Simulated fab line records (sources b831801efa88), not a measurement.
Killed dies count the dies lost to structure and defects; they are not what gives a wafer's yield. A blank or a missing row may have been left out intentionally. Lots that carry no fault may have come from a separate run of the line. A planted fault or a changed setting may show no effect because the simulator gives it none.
fab line records    flow sfq_line
record: lots: 5  wafers: 15  last_day: 77
route steps=325 shown M5@201 A5B@209 R5@212 I5@228 C5@240 M8@325
lots that met no fault: taken from a fault-free run of the same line
start_h: hours from the record's first day to the start of the lot's first wafer shown    wait_h: how many hours have passed since the lot's step before this one    " as in the row above    L1.1+2: a single row standing in for several wafers    - no value, or no start given    * or withheld: withheld    < > ~ a bound
route shown NAME@n: names a module that has steps shown in the file, with the first one's number in the route    usual: average and standard deviation across the fault-free wafers    same: alike in all rows    chamber/n: place in a boat    sites: each site's reading    _std_site: the values' standard deviation    _edge_site: the outer-site mean with the inner-site mean subtracted    radius_mm: how far each site lies from the wafer's centre    mask NAME#n: copy n    behind: the last tool/chamber to shape the wafer    hold: reason for holding the lot/hours on hold/outcome of the hold    device: names the non-switching transistor (n, p or np)    end of line: the route-end tests of the same wafers    a step with no rows: only its recipe    killed: count of dies lost to structure and defects at first sort (not the wafer's yield)    map: per-die view of a wafer (x killed, . not killed, _ where there is no die)
set.NAME: the setting as run; set.NAME@STEP: as run at that earlier step    model.NAME: the simulator's own value behind a step, which no gauge read
lots at some steps of the route; a table a step, a row a wafer
services: the hour from which a tool's chamber was out of use, counted from the record's first day as start_h (under 0 if before that day), plus the number of hours and why
== steps ==
step: SFQ_TRILAYER_M5_LITHO_EXPOSE_124
recipe: mask_id: M5  na: 0.6  source_shape: conventional  sigma_outer: 0.65  target_cd_nm: 700  dose_mj: 14.4
step: SFQ_TRILAYER_M5_LITHO_PEB_126
recipe: peb_temp_c: 115  peb_time_s: 60  resist: KrF
step: SFQ_TRILAYER_M5_LITHO_DEVELOP_125
recipe: time_s: 60  resist: KrF
step: SFQ_M5_OVL_MEAS_932
usual: M5_OVL: 0/5.2
lot.wafer  tool        chamber  start_h  wait_h  M5_OVL[nm]
L414.1     overlay-02  -        1076.65  0.1     10
L414.4     "           -        "        "       6
L414.5     "           -        "        "       9
L422.1     overlay-01  -        1172.65  0.1     -5
L422.2     "           -        "        "       4
L422.5     "           -        "        "       -4
L424.1     overlay-01  -        1181.07  0.1     -11
L424.4     "           -        "        "       -9
L424.5     "           -        "        "       -7
L427.1     overlay-02  -        1201.25  0.1     -1
L427.2     "           -        "        "       3
L427.5     "           -        "        "       -4
L430.3     overlay-02  -        1220.56  0.1     -2
L430.5     "           -        "        "       -1
L430.6     "           -        "        "       -2
step: SFQ_TRILAYER_M5_BARC_OPEN_METAL_ETCH_161
recipe: mask_material: PR  chemistry: O2  target_depth_nm: 125  target: BARC  icp_w: 600  bias_w: 80  pressure_mtorr: 10  time_s: 41.7
usual: chamber_pressure_mTorr: 10.000/0.0077  drypump_motor_current_A: 6.1/0.34  oes_product_au: 0.685/0.005
lot.wafer  tool          chamber  start_h  wait_h  chamber_pressure_mTorr  drypump_motor_current_A  oes_product_au  rf_hours_counter_h
L414.1     rie_metal-03  0        1076.69  0.0     9.984                   5.9                      0.684           4
L414.4     "             1        "        "       9.998                   6.6                      0.684           -
L414.5     "             0        "        "       9.992                   5.9                      0.688           -
L422.1     rie_metal-03  0        1172.69  0.0     10.005                  5.9                      0.683           21
L422.2     "             1        "        "       10.010                  6.6                      0.681           152
L422.5     "             1        "        "       9.994                   6.6                      0.685           -
L424.1     rie_metal-03  0        1181.10  0.0     10.005                  5.9                      0.684           23
L424.4     "             1        "        "       10.007                  6.6                      0.688           -
L424.5     "             1        "        "       10.013                  6.6                      0.681           -
L427.1     rie_metal-01  1        1201.29  0.0     10.000                  6.3                      0.683           12
L427.2     "             0        "        "       10.009                  6.2                      0.695           35
L427.5     "             1        "        "       10.009                  6.4                      0.689           -
L430.3     rie_metal-02  0        1220.61  0.0     10.004                  5.5                      0.688           -
L430.5     "             0        "        "       10.003                  5.5                      0.682           -
L430.6     "             1        "        "       10.008                  5.8                      0.683           -
step: SFQ_TRILAYER_M5_ETCH_METAL_ETCH_126
recipe: target: Nb  stop_on: SiO2  mask_material: PR  over_etch_frac: 0.15  time_s: 203.2  chemistry: Cl2/BCl3  target_depth_nm: 265  icp_w: 600  bias_w: 80  pressure_mtorr: 10
usual: chamber_pressure_mTorr: 10.000/0.011  drypump_motor_current_A: 6.0/0.34  oes_product_au: 0.730/0.0065
same: over_etch_frac: 0.15
lot.wafer  tool          chamber  start_h  wait_h  chamber_pressure_mTorr  drypump_motor_current_A  oes_product_au  rf_hours_counter_h
L414.1     rie_metal-03  0        1076.75  0.0     10.012                  5.9                      0.719           4
L414.4     "             1        "        "       9.991                   6.6                      0.730           -
L414.5     "             0        "        "       10.008                  5.9                      0.722           -
L422.1     rie_metal-03  0        1172.75  0.0     9.983                   5.9                      0.720           21
L422.2     "             1        "        "       10.013                  6.6                      0.732           153
L422.5     "             1        "        "       9.999                   6.6                      0.726           -
L424.1     rie_metal-03  0        1181.16  0.0     9.987                   5.9                      0.723           23
L424.4     "             1        "        "       9.990                   6.6                      0.721           -
L424.5     "             1        "        "       9.999                   6.6                      0.732           -
L427.1     rie_metal-01  1        1201.35  0.0     9.997                   6.3                      0.737           12
L427.2     "             0        "        "       10.003                  6.2                      0.730           35
L427.5     "             1        "        "       10.000                  6.3                      0.724           -
L430.3     rie_metal-02  0        1220.71  0.1     9.998                   5.6                      0.733           -
L430.5     "             0        "        "       10.011                  5.5                      0.735           -
L430.6     "             1        "        "       10.004                  5.8                      0.730           -
step: SFQ_TRILAYER_M5_STRIP_STRIP_127
recipe: gas: O2  power_w: 200  platen_temp_c: 40  overash_fraction: 0.65  chemistry: O2  pressure_mtorr: 50
step: SFQ_TRILAYER_M5_STRIP_SOLV_CLEAN_128
recipe: chemistry: NMP  temp_c: 70  time_s: 600
step: SFQ_TRILAYER_A5B_DEP_PECVD_129
recipe: material: SiO2  temp_c: 150  time_s: 133.33  pressure_torr: 2.4  rf_w: 183.3  precursor: SiH4/N2O  target_thk_nm: 600
usual: heater_power_w: 81/10  throttle_valve_pct: 25.1/1.6
lot.wafer  tool      chamber  start_h  wait_h  heater_power_w  throttle_valve_pct
L414.1     pecvd-03  1        1077.89  0.0     86              24.4
L414.4     "         0        "        "       81              22.6
L414.5     "         2        "        "       64              26.1
L422.1     pecvd-03  0        1173.72  0.0     75              22.6
L422.2     "         1        "        "       78              24.4
L422.5     "         1        "        "       84              24.9
L424.1     pecvd-04  1        1182.34  0.0     77              23.1
L424.4     "         2        "        "       93              24.9
L424.5     "         0        "        "       88              25.6
L427.1     pecvd-03  2        1202.32  0.0     70              26.4
L427.2     "         1        "        "       88              24.7
L427.5     "         1        "        "       90              24.6
L430.3     pecvd-04  1        1221.62  0.0     78              23.1
L430.5     "         0        "        "       84              25.6
L430.6     "         1        "        "       64              23.3
step: SFQ_TRILAYER_A5B_CMP_CMP_130
recipe: stop_on: Nb  down_force_psi: 3  platen_rpm: 60  target_thk_nm: 340.7
usual: head_pressure_psi: 3.001/0.007  motor_current_A: 10.8/1
lot.wafer  tool    chamber  start_h  wait_h  head_pressure_psi  motor_current_A
L414.4     cmp-02  1        1145.51  67.5    3.000              9.5
L414.1     "       3        1146.51  68.6    3.012              10.2
L414.5     "       1        1147.51  69.5    3.009              9.4
L422.2     cmp-01  1        1234.88  61.1    3.007              12.7
L422.1     "       3        1235.88  62.1    2.992              10.5
L422.5     "       1        1236.88  63.1    3.002              12.6
L424.4     cmp-01  2        1243.38  61.0    3.002              11.5
L424.1     "       3        "        "       3.000              10.6
L424.5     "       3        1245.88  63.5    2.999              10.6
L427.2     cmp-02  2        1263.68  61.3    3.004              9.8
L427.1     "       3        "        "       3.013              10.6
L427.5     "       0        "        "       3.001              9.7
L430.3     cmp-01  2        1278.88  57.2    2.998              10.9
L430.6     "       3        "        "       3.010              11.2
L430.5     "       0        "        "       3.004              11.1
step: SFQ_TRILAYER_A5B_METRO_MEASURE_131
step: SFQ_TRILAYER_R5_DEP_SPUTTER_132
recipe: material: Ti  base_pressure_pa: 1.33e-06  target_thk_nm: 5  power_w: 2000  time_s: 5  chamber_pressure_pa: 0.4
step: SFQ_TRILAYER_R5_DEP_SPUTTER_133
recipe: material: MoNx  base_pressure_pa: 1.33e-06  target_thk_nm: 40  power_w: 1000  time_s: 66.7  chamber_pressure_pa: 0.4
usual: throttle_valve_pct: 30.2/0.71
lot.wafer  tool            chamber  start_h  wait_h  throttle_valve_pct  model.MoNx_of_TRILAYER_R5_DEP_SPUTTER_133.thk_nm
L414.1     pvd_sputter-04  -        1149.73  0.0     28.6                39.12
L414.4     "               -        "        "       30.4                38.76
L414.5     "               -        "        "       30.4                38.44
L422.1     pvd_sputter-03  -        1238.60  0.0     30.7                39.86
L422.2     "               -        "        "       29.7                38.91
L422.5     "               -        "        "       31.1                40.11
L424.1     pvd_sputter-03  -        1247.60  0.0     29.7                59.73
L424.4     "               -        "        "       29.6                61.07
L424.5     "               -        "        "       31.3                40.16
L427.1     pvd_sputter-05  -        1266.90  0.0     29.3                40.31
L427.2     "               -        "        "       30.2                40.76
L427.5     "               -        "        "       29.9                39.72
L430.3     pvd_sputter-04  -        1281.60  0.0     30.0                39.92
L430.5     "               -        "        "       28.8                39.61
L430.6     "               -        "        "       30.5                38.72
step: SFQ_TRILAYER_R5_DEP_SPUTTER_134
recipe: material: Ti  base_pressure_pa: 1.33e-06  target_thk_nm: 5  power_w: 2000  time_s: 5  chamber_pressure_pa: 0.4
step: SFQ_R5_RS_MEAS_933
recipe: thk_meas_gauge: four-point-probe  reads: Ti_of_TRILAYER_R5_DEP_SPUTTER_134+MoNx_of_TRILAYER_R5_DEP_SPUTTER_133+Ti_of_TRILAYER_R5_DEP_SPUTTER_132
usual: R5_MONX_RS: 7.05/0.12
lot.wafer  tool           chamber  start_h  wait_h  R5_MONX_RS[ohm/sq]
L414.1     film_metro-01  -        1149.80  0.0     7.23
L414.4     "              -        "        "       7.30
L414.5     "              -        "        "       7.36
L422.1     film_metro-03  -        1238.68  0.0     7.05
L422.2     "              -        "        "       7.25
L422.5     "              -        "        "       7.04
L424.1     film_metro-03  -        1247.68  0.0     4.81
L424.4     "              -        "        "       4.71
L424.5     "              -        "        "       7.03
L427.1     film_metro-02  -        1266.98  0.0     6.99
L427.2     "              -        "        "       6.94
L427.5     "              -        "        "       7.11
L430.3     film_metro-02  -        1281.72  0.0     7.04
L430.5     "              -        "        "       7.11
L430.6     "              -        "        "       7.28
step: SFQ_R5_THK_MEAS_934
recipe: thk_meas_gauge: xrf  reads: MoNx_of_TRILAYER_R5_DEP_SPUTTER_133
usual: R5_MONX_THK: 39.2/0.69
lot.wafer  tool           chamber  start_h  wait_h  R5_MONX_THK[nm]
L414.1     film_metro-01  -        1149.92  0.1     38.0
L414.4     "              -        "        "       37.6
L414.5     "              -        "        "       37.3
L422.1     film_metro-03  -        1238.80  0.1     39.3
L422.2     "              -        "        "       38.2
L422.5     "              -        "        "       39.6
L424.1     film_metro-03  -        1247.80  0.1     58.8
L424.4     "              -        "        "       59.8
L424.5     "              -        "        "       39.6
L427.1     film_metro-02  -        1267.10  0.1     39.7
L427.2     "              -        "        "       40.2
L427.5     "              -        "        "       39.2
L430.3     film_metro-02  -        1281.82  0.1     39.0
L430.5     "              -        "        "       38.9
L430.6     "              -        "        "       38.0
step: SFQ_TRILAYER_R5_LITHO_COAT_141
recipe: resist: BARC  spin_rpm: 3000  resist_thk_nm: 62
step: SFQ_TRILAYER_R5_LITHO_COAT_136
recipe: resist: KrF  spin_rpm: 3000  resist_thk_nm: 600
step: SFQ_TRILAYER_R5_LITHO_SOFTBAKE_140
recipe: temp_c: withheld  time_s: withheld  resist: KrF
step: SFQ_TRILAYER_R5_LITHO_EXPOSE_137
recipe: mask_id: R5  na: 0.6  source_shape: conventional  sigma_outer: 0.65  target_cd_nm: 500  dose_mj: 14.4
step: SFQ_TRILAYER_R5_LITHO_PEB_139
recipe: peb_temp_c: 115  peb_time_s: 60  resist: KrF
step: SFQ_TRILAYER_R5_LITHO_DEVELOP_138
recipe: time_s: 60  resist: KrF
step: SFQ_R5_OVL_MEAS_935
usual: R5_OVL: 2/4.7
lot.wafer  tool        chamber  start_h  wait_h  R5_OVL[nm]
L414.1     overlay-01  -        1201.27  0.1     1
L414.4     "           -        "        "       8
L414.5     "           -        "        "       -2
L422.1     overlay-01  -        1294.22  0.1     -2
L422.2     "           -        "        "       -5
L422.5     "           -        "        "       -3
L424.1     overlay-02  -        1305.02  0.1     0
L424.4     "           -        "        "       3
L424.5     "           -        "        "       0
L427.1     overlay-02  -        1326.62  0.1     1
L427.2     "           -        "        "       1
L427.5     "           -        "        "       2
L430.3     overlay-01  -        1339.38  0.1     0
L430.5     "           -        "        "       8
L430.6     "           -        "        "       3
step: SFQ_TRILAYER_R5_BARC_OPEN_METAL_ETCH_177
recipe: mask_material: PR  chemistry: O2  target_depth_nm: 125  target: BARC  icp_w: 600  bias_w: 80  pressure_mtorr: 10  time_s: 41.7
step: SFQ_TRILAYER_R5_ETCH_METAL_ETCH_139
recipe: stop_on: SiO2  mask_material: PR  chemistry: Cl2  target_depth_nm: 60  icp_w: 600  bias_w: 80  pressure_mtorr: 10  time_s: 40
step: SFQ_TRILAYER_R5_STRIP_STRIP_140
recipe: gas: O2  power_w: 200  platen_temp_c: 40  overash_fraction: 0.65  chemistry: O2  pressure_mtorr: 50
step: SFQ_TRILAYER_R5_STRIP_SOLV_CLEAN_141
recipe: chemistry: NMP  temp_c: 70  time_s: 600
step: SFQ_TRILAYER_A5C_DEP_PECVD_142
recipe: material: SiO2  temp_c: 150  time_s: 15.556  pressure_torr: 2.4  rf_w: 183.3  precursor: SiH4/N2O  target_thk_nm: 70
usual: heater_power_w: 78/14  throttle_valve_pct: 25.2/1.4
lot.wafer  tool      chamber  start_h  wait_h  heater_power_w  throttle_valve_pct
L414.1     pecvd-04  0        1202.19  0.0     77              25.9
L414.4     "         2        "        "       93              25.3
L414.5     "         0        "        "       75              25.4
L422.1     pecvd-01  1        1295.14  0.0     85              24.3
L422.2     "         2        "        "       72              26.3
L422.5     "         0        "        "       77              28.1
L424.1     pecvd-01  1        1305.94  0.0     96              24.2
L424.4     "         0        "        "       75              28.0
L424.5     "         1        "        "       97              24.2
L427.1     pecvd-04  2        1327.54  0.0     101             25.6
L427.2     "         0        "        "       88              26.0
L427.5     "         2        "        "       96              25.8
L430.3     pecvd-02  2        1340.29  0.0     66              26.0
L430.5     "         2        "        "       66              25.9
L430.6     "         0        "        "       57              24.3
step: SFQ_TRILAYER_I5_LITHO_COAT_149
recipe: resist: BARC  spin_rpm: 3000  resist_thk_nm: 62
step: SFQ_TRILAYER_I5_LITHO_COAT_144
recipe: resist: KrF  spin_rpm: 3000  resist_thk_nm: 650
step: SFQ_TRILAYER_I5_LITHO_SOFTBAKE_148
recipe: temp_c: withheld  time_s: withheld  resist: KrF
step: SFQ_TRILAYER_I5_LITHO_EXPOSE_145
recipe: mask_id: I5  na: 0.6  source_shape: conventional  sigma_outer: 0.65  target_cd_nm: 700  dose_mj: 21.3
step: SFQ_TRILAYER_I5_LITHO_PEB_147
recipe: peb_temp_c: 115  peb_time_s: 60  resist: KrF
step: SFQ_TRILAYER_I5_LITHO_DEVELOP_146
recipe: time_s: 60  resist: KrF
step: SFQ_I5_OVL_MEAS_936
usual: I5_OVL: 1/6.1
lot.wafer  tool        chamber  start_h  wait_h  I5_OVL[nm]
L414.1     overlay-02  -        1258.00  0.1     0
L414.4     "           -        "        "       -3
L414.5     "           -        "        "       6
L422.1     overlay-02  -        1332.82  0.1     4
L422.2     "           -        "        "       5
L422.5     "           -        "        "       0
L424.1     overlay-02  -        1341.22  0.1     2
L424.4     "           -        "        "       4
L424.5     "           -        "        "       8
L427.1     overlay-01  -        1360.22  0.1     -7
L427.2     "           -        "        "       -7
L427.5     "           -        "        "       -2
L430.3     overlay-01  -        1368.63  0.1     14
L430.5     "           -        "        "       11
L430.6     "           -        "        "       4
step: SFQ_TRILAYER_I5_BARC_OPEN_VIA_ETCH_200
recipe: mask_material: PR  chemistry: O2  target_depth_nm: 125  target: BARC  source_w: 500  bias_w: 80  pressure_mtorr: 30  time_s: 41.7
step: SFQ_TRILAYER_I5_ETCH_VIA_ETCH_147
recipe: stop_on: Nb  mask_material: PR  chemistry: CHF3  target_depth_nm: 360  source_w: 500  bias_w: 80  pressure_mtorr: 30  time_s: withheld
step: SFQ_TRILAYER_I5_STRIP_STRIP_148
recipe: gas: O2  power_w: 200  platen_temp_c: 40  overash_fraction: 0.65  chemistry: O2  pressure_mtorr: 50
step: SFQ_TRILAYER_I5_STRIP_SOLV_CLEAN_149
recipe: chemistry: NMP  temp_c: 70  time_s: 600
step: SFQ_TRILAYER_C5_LITHO_COAT_156
recipe: resist: BARC  spin_rpm: 3000  resist_thk_nm: 62
step: SFQ_TRILAYER_C5_LITHO_COAT_151
recipe: resist: KrF  spin_rpm: 3000  resist_thk_nm: 650
step: SFQ_TRILAYER_C5_LITHO_SOFTBAKE_155
recipe: temp_c: withheld  time_s: withheld  resist: KrF
step: SFQ_M8_BOW_MEAS_951
recipe: mode: bow
usual: M8_BOW: 10/12
lot.wafer  tool           chamber  start_h  wait_h  M8_BOW[um]  model.etest.r5.ohm_sq
L414.1     film_metro-03  -        1628.00  0.0     6           7.222
L414.4     "              -        "        "       13          7.288
L414.5     "              -        "        "       8           7.348
L422.1     film_metro-03  -        1759.38  0.0     17          7.087
L422.2     "              -        "        "       21          7.261
L422.5     "              -        "        "       7           7.043
L424.1     film_metro-04  -        1764.07  0.0     -20         4.73
L424.4     "              -        "        "       -17         4.626
L424.5     "              -        "        "       -13         7.034
L427.1     film_metro-03  -        1777.25  0.0     25          7.008
L427.2     "              -        "        "       21          6.931
L427.5     "              -        "        "       17          7.112
L430.3     film_metro-04  -        1855.30  0.0     -5          7.077
L430.5     "              -        "        "       -6          7.131
L430.6     "              -        "        "       -3          7.297
== services ==
tool            chamber  start_h  hours  kind
pecvd-01        -        1052.96  0.6    repair
rie_metal-03    -        1077.54  2.8    pm
cmp-02          -        1079.46  14.0   pm
cmp-02          -        1093.51  4.0    pm
cmp-02          -        1093.53  0.7    repair
cmp-01          -        1097.88  5.6    pm
cmp-01          -        1107.72  3.5    repair
pvd_sputter-04  -        1108.55  2.1    repair
rie_metal-02    -        1162.14  0.8    repair
pecvd-01        2        1169.71  2.5    repair
rie_metal-02    -        1173.36  0.6    repair
cmp-01          -        1175.86  10.5   repair
pvd_sputter-04  -        1181.06  5.3    repair
cmp-02          -        1223.56  2.9    repair
rie_metal-01    -        1229.24  0.1    repair
rie_metal-01    0        1229.78  2.9    repair
cmp-01          -        1240.76  0.5    repair
cmp-01          -        1261.38  4.0    pm
pecvd-03        0        1273.55  14.8   repair
rie_metal-03    1        1286.99  6.8    repair
pecvd-04        -        1300.22  1.8    repair
pecvd-04        2        1303.83  12.2   repair
cmp-01          -        1304.11  0.5    repair
cmp-01          -        1336.51  2.5    repair
== key ==
first_sign: step: SFQ_R5_RS_MEAS_933  reading: R5_MONX_RS  direction: down  sigmas: 19  usual: 7.05  struck: 4.76
effect: step: SFQ_R5_THK_MEAS_934  reading: R5_MONX_THK  direction: up  sigmas: 29  usual: 39.2  struck: 59.3
model_effect: step: SFQ_TRILAYER_R5_DEP_SPUTTER_133  value: MoNx_of_TRILAYER_R5_DEP_SPUTTER_133.thk_nm  without: 39.79  struck: 60.4
model_effect: step: SFQ_M8_BOW_MEAS_951  value: etest.r5.ohm_sq  without: 7.103  struck: 4.678
met_at SFQ_TRILAYER_R5_DEP_SPUTTER_133
struck_wafers L424.1,L424.4
onset_between 1238.60 1247.60
fault: kind: process_parameter_drift  tool: pvd_sputter-03  chamber: -  onset_h: 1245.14  steps: SFQ_TRILAYER_R5_DEP_SPUTTER_133  channel: target_thk_nm  offset: 20.612  shape: step  end_h: 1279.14  scope: struck_wafers_only  acts_in: these_recipes_only  stated: 40
